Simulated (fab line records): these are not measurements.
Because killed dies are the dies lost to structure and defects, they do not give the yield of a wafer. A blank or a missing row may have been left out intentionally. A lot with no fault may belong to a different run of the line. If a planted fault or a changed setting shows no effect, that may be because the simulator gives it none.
Matching of chambers / flow sky130 / SKY_LI_CONTACT_ETCH_15 on rie-diel-02: 4 sister chambers
The step etches PSG in C4F8/O2/Ar, stops on Si, target depth 600 nm. 4 wafers are shown with their chamber, then 7 later ones without.

WAFERS, EACH WITH ITS CHAMBER
wafer=L082.4; chamber=2; oes-product-au (a.u.)=0.837
wafer=L082.6; chamber=3; oes-product-au (a.u.)=0.836
wafer=L083.1; chamber=0; oes-product-au (a.u.)=0.834
wafer=L083.3; chamber=1; oes-product-au (a.u.)=0.831

WAFERS WITHOUT THEIR CHAMBER
wafer=L083.4; oes-product-au (a.u.)=0.832
wafer=L086.2; oes-product-au (a.u.)=0.837
wafer=L086.5; oes-product-au (a.u.)=0.833
wafer=L086.6; oes-product-au (a.u.)=0.838
wafer=L090.1; oes-product-au (a.u.)=0.841
wafer=L090.4; oes-product-au (a.u.)=0.837
wafer=L090.6; oes-product-au (a.u.)=0.837

THE CHAMBER EACH PASSED THROUGH
wafer=L083.4; from the rows above=can't be placed: 1 or 0 or 3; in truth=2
wafer=L086.2; from the rows above=can't be placed: 2 or 3 or 0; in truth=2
wafer=L086.5; from the rows above=can't be placed: 0 or 1 or 3 or 2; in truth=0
wafer=L086.6; from the rows above=can't be placed: 2 or 3 or 0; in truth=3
wafer=L090.1; from the rows above=can't be placed: 2 or 3 or 0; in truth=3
wafer=L090.4; from the rows above=can't be placed: 2 or 3 or 0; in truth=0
wafer=L090.6; from the rows above=can't be placed: 2 or 3 or 0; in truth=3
Correctly placed: 0 of 7. Unplaceable from these rows: 7, with the true chamber sitting among the candidates in 6. 0 placed wrongly.
How it was worked out, from the rows above alone: a wafer's distance from a chamber is the root of the sum, over the readings, of the square of ((its reading less the chamber's mean) divided by the reading's scatter). The wafer belongs to the nearest chamber; if the next one is less than 2 further off, it can't be placed. A chamber's mean is the mean of its shown wafers. The scatter: root of mean squared gap, hidden wafer to nearest shown wafer, with one shown wafer a chamber.
